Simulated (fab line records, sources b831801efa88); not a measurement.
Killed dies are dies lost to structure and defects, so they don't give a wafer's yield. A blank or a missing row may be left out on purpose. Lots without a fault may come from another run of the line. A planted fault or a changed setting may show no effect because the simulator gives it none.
Problem report in the 8D (eight disciplines) form, filled by code | flow sky130 | the parts of the form that need people (team, actions taken, sign-off) are left out

1. THE PROBLEM
tube_center_temp_C at SKY_GATE_OXIDE_OXIDATION_16 reads a mean of 794 C on 6 wafers of 2 lots; wafers without a fault read 800 C with a standard deviation of 0.068. That is -84 standard deviations from the usual mean.
The step: stabilise 600 s, purge 300 s, target thk 3.57 nm.
First seen on wafer L323.3, day 19 20:14, on furnace-02. The record holds 18 wafers of 6 lots with a number at this step. Rule for "out", or "out of limits": more than 4 standard deviations from the usual mean. The other wafers with a number count as sound.

2. WHAT IT IS AND WHAT IT IS NOT
question                    | is                                                                              | is not
which readings at this step | tube_center_temp_C, spike_tc_centre_C, spike_tc_upper_C, tube_center_temp_C_max | zone_power_centre_pct
which lots                  | L323, L325                                                                      | L321, L322, L324, L330
which wafers of those lots  | all that have a number                                                          | -
read on which tools         | furnace-02                                                                      | furnace-01
when                        | from day 19 20:14                                                               | up to then (6 sound wafers); but 6 sound wafers of L324, L330 came after

3. SUSPECTS, AND WHAT RULES EACH OUT
Counting: a tool at a process step up to the reading stays a suspect if it ran every lot that is out and no sound lot after the first of them.
- plasma_asher-04 at SKY_GATE_OXIDE_STRIP_13 (strips in O2/N2): ruled out as a lasting fault. Sound lots L324 ran on it after its first lot that is out, L323 (day 19 19:19).
- furnace-02 at SKY_GATE_OXIDE_OXIDATION_16 (stabilise 600 s, purge 300 s, target thk 3.57 nm): kept. It ran every lot that is out, first L323 (day 19 20:14), and no sound lot after that; its last sound lot up to then is L322 (day 19 04:11). Its own readings are out on those wafers: spike_tc_centre_C, spike_tc_upper_C, tube_center_temp_C, tube_center_temp_C_max.
Left after counting: furnace-02 at SKY_GATE_OXIDE_OXIDATION_16.

4. THE CAUSE (what the simulator had put in)
Process parameter drift: furnace-02, from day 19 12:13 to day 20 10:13, at SKY_GATE_OXIDE_OXIDATION_16. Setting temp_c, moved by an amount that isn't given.
Counting left only this tool.

5. THE CHAIN OF EFFECTS, in route order
Each row: a reading whose mean over the struck wafers that have a number lies more than 3 standard deviations from the usual. Only readings for which the record gives a usual standard deviation are gone through. hours: the time from each lot's start at the first step in this table that gives one to its start at this step, as a median over the lots. sigmas: the change in usual standard deviations.
hours | step                        | reading                | usual   | on struck wafers | change | sigmas
0     | SKY_GATE_OXIDE_OXIDATION_16 | spike_tc_centre_C      | 799.6 C | 793.5            | -6.1   | -5.1
0     | SKY_GATE_OXIDE_OXIDATION_16 | spike_tc_lower_C       | 800.3 C | 795.0            | -5.2   | -5.8
0     | SKY_GATE_OXIDE_OXIDATION_16 | spike_tc_top_C         | 817.0 C | 808.9            | -8.1   | -3.2
0     | SKY_GATE_OXIDE_OXIDATION_16 | spike_tc_upper_C       | 799.4 C | 794.1            | -5.3   | -4.8
0     | SKY_GATE_OXIDE_OXIDATION_16 | tube_center_temp_C     | 800 C   | 794              | -6     | -84
0     | SKY_GATE_OXIDE_OXIDATION_16 | tube_center_temp_C_max | 802.1   | 796.4            | -5.7   | -17
The process steps in it:
- SKY_GATE_OXIDE_OXIDATION_16: stabilise 600 s, purge 300 s, target thk 3.57 nm.

6. WHAT WOULD HAVE CAUGHT IT SOONER
In this record the first reading out of limits was taken at day 19 20:14, 8 hours after the fault began at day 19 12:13.
